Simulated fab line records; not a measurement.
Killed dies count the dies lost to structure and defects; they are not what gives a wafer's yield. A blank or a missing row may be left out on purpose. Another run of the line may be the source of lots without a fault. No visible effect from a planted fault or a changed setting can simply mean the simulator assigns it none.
fab line records    flow sky130
record lots=11  wafers=33  lastDay=50
route steps=708 shown VIA3@597 CAP2M@607 METAL4@635 VIA4@639 PAD_OPEN@708
lots that met no fault: taken from a fault-free run of the same line
startH: hours from the record's first day to the start of the lot's first wafer shown    waitH: time in hours since the lot's previous step    " unchanged from the row above    L1.1+2: a row that stands for several wafers    - either no value or no given start    * or withheld: withheld    < > ~ a bound
route shown NAME@n: NAME is a module with steps in the file, n the number in the route of the first one    usual: mean/standard deviation taken from wafers without a fault    same: alike in all rows    chamber/n: place in a boat    sites: the reading at each site    _std_site: the values' standard deviation    _edge_site: inner sites' mean taken away from outer sites' mean    radiusMm: how far each site lies from the wafer's centre    mask NAME#n: copy n    behind: the tool/chamber that last shaped the wafer    hold: why the lot was held/for how many hours/how that ended    device: names the non-switching transistor (n, p or np)    end of line: at the end of the route, the tests of the same wafers    for a step that has no rows: nothing shown but its recipe    killed: count of dies lost to structure and defects at first sort (not the wafer's yield)    map: dies across one wafer; x = killed, . = not, _ = none there
set.NAME: the setting that was run; set.NAME@STEP: the one run at that earlier step    model.NAME: the simulator's own value behind a step, which no gauge read
one table for each step of the route and one row for each wafer, over a sample of lots
services: the hour from which a tool's chamber was out of use, counted from the record's first day as startH (under 0 if before that day), plus the number of hours and why
## steps
# step SKY_VIA3_CMP_24
# recipe stopOn=SiO2  tOverpolishS=20  downForcePsi=3.5  platenRpm=60  targetThkNm=0  padVelocityMS=0.94248
# usual motorCurrentA=10.9/0.92  overpolishRunS=20.000/0.0085  timeToEndpointS=93/3.8
lot.wafer  tool    chamber  startH   waitH  motorCurrentA  overpolishRunS  timeToEndpointS
L937.2     cmp-01  1        924.08   0.1    11.5           19.998          93
L937.1     "       2        "        "      11.9           20.002          89
L937.6     "       1        "        "      11.3           19.993          93
L936.3     cmp-02  3        926.78   0.1    11.9           19.992          89
L936.1     "       0        "        "      12.4           20.006          92
L936.5     "       1        "        "      10.6           20.003          96
L938.2     cmp-02  0        935.76   0.1    12.3           19.992          98
L938.6     "       2        "        "      10.4           19.998          95
L938.5     "       3        "        "      11.8           19.973          95
L939.1     cmp-02  0        941.09   0.1    11.9           19.994          87
L939.4     "       3        "        "      11.4           20.003          90
L939.5     "       1        "        "      11.0           20.013          98
L942.3     cmp-01  2        965.92   0.1    12.1           20.007          90
L942.2     "       3        "        "      10.0           20.003          92
L942.5     "       0        "        "      9.9            20.003          94
L944.2     cmp-02  3        980.68   0.1    11.4           20.006          92
L944.3     "       0        "        "      12.7           20.001          94
L944.5     "       2        "        "      10.6           19.993          90
L945.2     cmp-02  2        990.30   0.1    10.3           19.988          87
L945.4     "       3        "        "      11.8           20.000          88
L945.1     "       0        "        "      11.9           19.997          90
L949.2     cmp-01  2        1016.44  0.0    12.2           19.993          87
L949.3     "       3        "        "      10.1           20.006          91
L949.5     "       2        "        "      12.5           19.997          89
L954.1     cmp-01  2        1042.28  0.1    12.1           20.005          97
L954.3     "       3        "        "      10.0           20.015          94
L954.5     "       0        "        "      9.6            19.986          97
L955.3     cmp-02  3        1045.75  0.0    11.9           20.006          95
L955.4     "       0        "        "      12.1           20.013          93
L955.5     "       0        "        "      12.3           20.004          94
L959.3     cmp-01  3        1082.70  0.1    10.0           19.995          90
L959.2     "       1        "        "      10.8           20.006          96
L959.6     "       0        "        "      10.0           20.002          92
# step SKY_CAP2M_THK_MEAS_04
# recipe thkMeasGauge=xrf  reads=TiN_of_CAP2M_SPUTTER_02
# usual CAP2M_TIN_THK=199.0/2.1
lot.wafer  tool          chamber  startH   waitH  CAP2M_TIN_THK[nm]
L937.1     filmMetro-03  -        924.79   0.1    201.4
L937.2     "             -        "        "      203.2
L937.6     "             -        "        "      199.6
L936.1     filmMetro-04  -        927.45   0.1    199.3
L936.3     "             -        "        "      199.4
L936.5     "             -        "        "      195.9
L938.2     filmMetro-04  -        936.44   0.1    198.3
L938.5     "             -        "        "      198.6
L938.6     "             -        "        "      197.4
L939.1     filmMetro-04  -        941.86   0.1    202.5
L939.4     "             -        "        "      203.3
L939.5     "             -        "        "      202.7
L942.2     filmMetro-03  -        966.59   0.1    201.6
L942.3     "             -        "        "      203.9
L942.5     "             -        "        "      201.1
L944.2     filmMetro-04  -        981.36   0.1    200.5
L944.3     "             -        "        "      200.3
L944.5     "             -        "        "      198.9
L945.1     filmMetro-03  -        991.01   0.1    198.8
L945.2     "             -        "        "      198.3
L945.4     "             -        "        "      199.5
L949.2     filmMetro-01  -        1017.21  0.1    194.8
L949.3     "             -        "        "      196.4
L949.5     "             -        "        "      195.1
L954.1     filmMetro-01  -        1042.94  0.1    199.1
L954.3     "             -        "        "      201.5
L954.5     "             -        "        "      199.3
L955.3     filmMetro-04  -        1046.54  0.1    200.4
L955.4     "             -        "        "      200.2
L955.5     "             -        "        "      198.2
L959.2     filmMetro-03  -        1083.48  0.1    196.5
L959.3     "             -        "        "      196.6
L959.6     "             -        "        "      197.9
# step SKY_METAL4_STRIP_19
# recipe chemistry=O2/N2  powerW=1400  pressureMtorr=1500  platenTempC=withheld  o2FlowSccm=3000  n2FlowSccm=300  overashFraction=0.5
# usual drypumpMotorCurrentA=5.77/0.18  oesProductAu=0.502/0.0057  stripTimeToEndpointS=6.53/0.071
lot.wafer  tool            chamber  startH   waitH  drypumpMotorCurrentA  oesProductAu  rfHoursCounterH  stripTimeToEndpointS
L937.1     plasmaAsher-03  1        974.25   0.1    6.25                  0.499         120              6.45
L937.2     "               0        "        "      5.63                  0.492         120              6.47
L937.6     "               1        "        "      6.26                  0.499         -                6.48
L936.1     plasmaAsher-02  1        977.25   0.1    5.91                  0.500         23               6.64
L936.3     "               0        "        "      5.68                  0.510         -                6.66
L936.5     "               0        "        "      5.67                  0.496         -                6.61
L938.2     plasmaAsher-01  0        986.16   0.1    5.59                  0.509         52               6.64
L938.5     "               0        "        "      5.64                  0.510         -                6.64
L938.6     "               1        "        "      5.76                  0.506         -                6.61
L939.1     plasmaAsher-01  1        990.80   0.1    5.71                  0.502         52               6.48
L939.4     "               1        "        "      5.72                  0.501         -                6.39
L939.5     "               0        "        "      5.61                  0.500         -                6.40
L942.2     plasmaAsher-01  1        1014.05  0.1    5.72                  0.507         55               6.44
L942.3     "               1        "        "      5.71                  0.498         -                6.47
L942.5     "               0        "        "      5.61                  0.483         -                6.45
L944.2     plasmaAsher-01  0        1028.90  0.1    5.63                  0.491         56               6.45
L944.3     "               0        "        "      5.61                  0.500         -                6.45
L944.5     "               1        "        "      5.74                  0.502         -                6.46
L945.1     plasmaAsher-02  0        1037.95  0.1    5.67                  0.507         29               6.60
L945.2     "               1        "        "      5.91                  0.505         29               6.55
L945.4     "               1        "        "      5.94                  0.514         -                6.59
L949.2     plasmaAsher-01  0        1062.60  0.1    5.62                  0.508         60               6.56
L949.3     "               1        "        "      5.71                  0.500         -                6.57
L949.5     "               0        "        "      5.62                  0.498         -                6.48
L954.1     plasmaAsher-02  1        1086.62  0.3    5.90                  0.498         34               6.58
L954.3     "               1        "        "      5.87                  0.506         -                6.53
L954.5     "               1        "        "      5.88                  0.502         -                6.57
L955.3     plasmaAsher-01  0        1090.36  0.1    5.65                  0.509         -                6.65
L955.4     "               1        "        "      5.75                  0.510         -                6.54
L955.5     "               1        "        "      5.73                  0.504         -                6.53
L959.2     plasmaAsher-02  0        1124.38  0.1    5.70                  0.504         38               6.54
L959.3     "               0        "        "      5.69                  0.499         -                6.41
L959.6     "               0        "        "      5.71                  0.491         -                6.44
# step SKY_VIA4_HDPCVD_00
# recipe material=SiO2  targetThkNm=1750  sigmaOpenFrac=0.3  timeS=291.7  tempC=400  sih4FlowSccm=60  pressureMtorr=6
# usual runLengthS=319.4/0.63
lot.wafer  tool       chamber  startH   waitH  runLengthS
L937.1     hdpcvd-01  0        974.87   0.0    318.8
L937.2     "          2        "        "      319.2
L937.6     "          2        "        "      318.8
L936.1     hdpcvd-01  0        977.88   0.0    318.3
L936.3     "          2        "        "      319.7
L936.5     "          1        "        "      318.8
L938.2     hdpcvd-01  0        986.75   0.0    318.8
L938.5     "          1        "        "      319.0
L938.6     "          2        "        "      318.8
L939.1     hdpcvd-01  1        991.40   0.0    319.2
L939.4     "          2        "        "      318.6
L939.5     "          1        "        "      319.0
L942.2     hdpcvd-02  1        1014.64  0.0    320.4
L942.3     "          2        "        "      320.5
L942.5     "          2        "        "      319.9
L944.2     hdpcvd-02  2        1029.49  0.0    319.9
L944.3     "          1        "        "      319.8
L944.5     "          0        "        "      320.4
L945.1     hdpcvd-01  2        1038.57  0.0    318.6
L945.2     "          1        "        "      319.1
L945.4     "          1        "        "      319.2
L949.2     hdpcvd-01  2        1063.23  0.0    319.2
L949.3     "          1        "        "      318.9
L949.5     "          1        "        "      319.1
L954.1     hdpcvd-01  2        1087.74  0.0    452.0
L954.3     "          1        "        "      451.6
L954.5     "          1        "        "      451.7
L955.3     hdpcvd-01  2        1091.27  0.0    452.0
L955.4     "          2        "        "      452.5
L955.5     "          0        "        "      451.6
L959.2     hdpcvd-02  0        1125.01  0.0    319.7
L959.3     "          1        "        "      320.3
L959.6     "          2        "        "      319.8
# step SKY_VIA4_THK_MEAS_01
# recipe reads=SiO2_of_VIA4_HDPCVD_00
# usual VIA4_HDPCVD_THK=1747/20
lot.wafer  tool          chamber  startH   waitH  hold                     VIA4_HDPCVD_THK[nm]
L937.1     filmMetro-04  -        975.05   0.1    -                        1785
L937.2     "             -        "        "      -                        1761
L937.6     "             -        "        "      -                        1773
L936.1     filmMetro-03  -        978.06   0.1    -                        1775
L936.3     "             -        "        "      -                        1747
L936.5     "             -        "        "      -                        1767
L938.2     filmMetro-04  -        986.94   0.1    -                        1749
L938.5     "             -        "        "      -                        1773
L938.6     "             -        "        "      -                        1738
L939.1     filmMetro-02  -        991.58   0.1    -                        1770
L939.4     "             -        "        "      -                        1731
L939.5     "             -        "        "      -                        1771
L942.2     filmMetro-02  -        1014.83  0.1    -                        1754
L942.3     "             -        "        "      -                        1759
L942.5     "             -        "        "      -                        1751
L944.2     filmMetro-04  -        1029.68  0.1    -                        1732
L944.3     "             -        "        "      -                        1725
L944.5     "             -        "        "      -                        1717
L945.1     filmMetro-02  -        1038.75  0.1    -                        1731
L945.2     "             -        "        "      -                        1768
L945.4     "             -        "        "      -                        1778
L949.2     filmMetro-03  -        1063.42  0.1    -                        1743
L949.3     "             -        "        "      -                        1773
L949.5     "             -        "        "      -                        1748
L954.1     filmMetro-04  -        1088.01  0.2    awaitDispo/0.2h/release  2519
L954.3     "             -        "        "      awaitDispo/0.2h/release  2565
L954.5     "             -        "        "      awaitDispo/0.2h/release  2552
L954.1     filmMetro-04  -        1088.23  0.2    -                        2519
L954.3     "             -        "        "      -                        2564
L954.5     "             -        "        "      -                        2550
L955.3     filmMetro-04  -        1091.47  0.1    awaitDispo/0.2h/release  2514
L955.4     "             -        "        "      awaitDispo/0.2h/release  2520
L955.5     "             -        "        "      awaitDispo/0.2h/release  2557
L955.3     filmMetro-04  -        1091.70  0.2    -                        2515
L955.4     "             -        "        "      -                        2522
L955.5     "             -        "        "      -                        2558
L959.2     filmMetro-02  -        1125.20  0.1    -                        1725
L959.3     "             -        "        "      -                        1708
L959.6     "             -        "        "      -                        1754
# step SKY_PAD_OPEN_PROBE_99
# usual defectLimitedYield=82.5/2.1  killed_at_M0_to_M3=43/7.7  killed_at_M4_up=2.9/1.9  killedAtContacts=24/5.9  killedAtFrontEnd=16/5.1  killedAtOther=0.3/0.63  killedDies=86/10  killedOpen=47/7.6  killedShort=39/6.8  sort_bin_3_pad_short=0.8/0.44  sort_bin_5_function=10.4/1.6  sort_bin_6_memory=6.3/1.1  sortNPass=406/10  sortYieldPct=82.5/2.1
# same grossDies=492  killedAtBackSide=0  sort_bin_4_leakage[%]=0  sort_bin_8_speed[%]=0
lot.wafer  tool       chamber  startH   waitH  defectLimitedYield[%]  killed_at_M0_to_M3  killed_at_M4_up  killedAtContacts  killedAtFrontEnd  killedAtOther  killedDies  killedOpen  killedShort  sort_bin_3_pad_short[%]  sort_bin_5_function[%]  sort_bin_6_memory[%]  sortNPass  sortYieldPct[%]
L955.3     prober-02  -        1171.13  0.2    82.7                   51                  2                20                12                0              85          53          31           0.8                      10.6                    5.9                   407        82.7
L955.4     prober-02  -        1171.18  0.2    82.9                   40                  2                18                24                0              84          44          39           0.4                      9.6                     7.1                   408        82.9
L955.5     prober-02  -        1171.23  0.2    82.3                   36                  3                20                28                0              87          47          39           1.0                      10.4                    6.3                   405        82.3
# killed by level:class
L955.3 VIA1:geometricParticle:open=12 VIA2:geometricParticle:open=10 CONTACT:geometricParticle:open=8 VIA3:geometricParticle:open=7 LI_CONTACT:geometricParticle:open=6 FIELD_ISO:geometricParticle:open=5 METAL1:geometricParticle:short=5 FIELD_ISO:geometricParticle:short=4
L955.4 VIA1:geometricParticle:open=8 VIA2:geometricParticle:open=7 FIELD_ISO:geometricParticle:short=6 FIELD_ISO:geometricParticle:open=6 CONTACT:geometricParticle:open=5 VIA2:geometricParticle:short=5 LI_CONTACT:geometricParticle:open=4 LOCAL_INTERCONNECT:geometricParticle:short=4
L955.5 VIA1:geometricParticle:open=11 FIELD_ISO:geometricParticle:open=8 VIA3:geometricParticle:open=7 FIELD_ISO:geometricParticle:short=6 CONTACT:geometricParticle:short=5 LOCAL_INTERCONNECT:geometricParticle:short=5 CONTACT:geometricParticle:open=5 POLY_GATE:geometricParticle:short=4
## services
tool            chamber  startH   hours  kind
cmp-02          -        900.93   1.7    repair
plasmaAsher-01  -        901.61   2.8    pm
cmp-02          -        912.00   4.0    pm
cmp-02          -        916.00   7.4    pm
hdpcvd-02       -        926.86   4.2    repair
cmp-01          -        927.79   3.9    repair
cmp-01          -        930.71   2.6    repair
hdpcvd-01       -        950.25   15.0   pm
plasmaAsher-01  -        959.48   1.9    repair
hdpcvd-01       -        979.30   2.8    pm
hdpcvd-01       -        983.31   0.7    repair
plasmaAsher-03  -        1026.14  1.6    repair
plasmaAsher-03  -        1027.72  2.8    pm
plasmaAsher-03  -        1055.25  9.0    pm
plasmaAsher-03  -        1059.56  2.2    repair
cmp-02          -        1065.22  0.4    repair
hdpcvd-01       0        1071.26  18.7   repair
cmp-01          -        1084.22  4.0    pm
hdpcvd-02       1        1084.50  4.9    repair
hdpcvd-02       0        1103.96  9.2    repair
plasmaAsher-03  -        1105.10  1.2    repair
cmp-02          -        1105.76  2.4    repair
cmp-02          -        1111.71  9.2    repair
cmp-02          -        1121.94  3.9    repair
## key
firstSign step=SKY_VIA4_HDPCVD_00  reading=runLengthS  direction=up  sigmas=99+  usual=*  struck=*
effect step=SKY_VIA4_THK_MEAS_01  reading=visit  direction=added
effect step=SKY_VIA4_THK_MEAS_01  reading=VIA4_HDPCVD_THK  direction=up  sigmas=40  usual=1747  struck=2538
metAt SKY_VIA4_HDPCVD_00
struckLots L954,L955
notActingAt SKY_VIA3_CMP_24,SKY_CAP2M_THK_MEAS_04,SKY_METAL4_STRIP_19
onsetBetween 1063.23 1087.74
fault kind=processParameterDrift  tool=hdpcvd-01  chamber=-  onsetH=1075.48  steps=SKY_VIA4_HDPCVD_00  channel=timeS  offset=*  shape=step  endH=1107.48  actsIn=*  stated=*
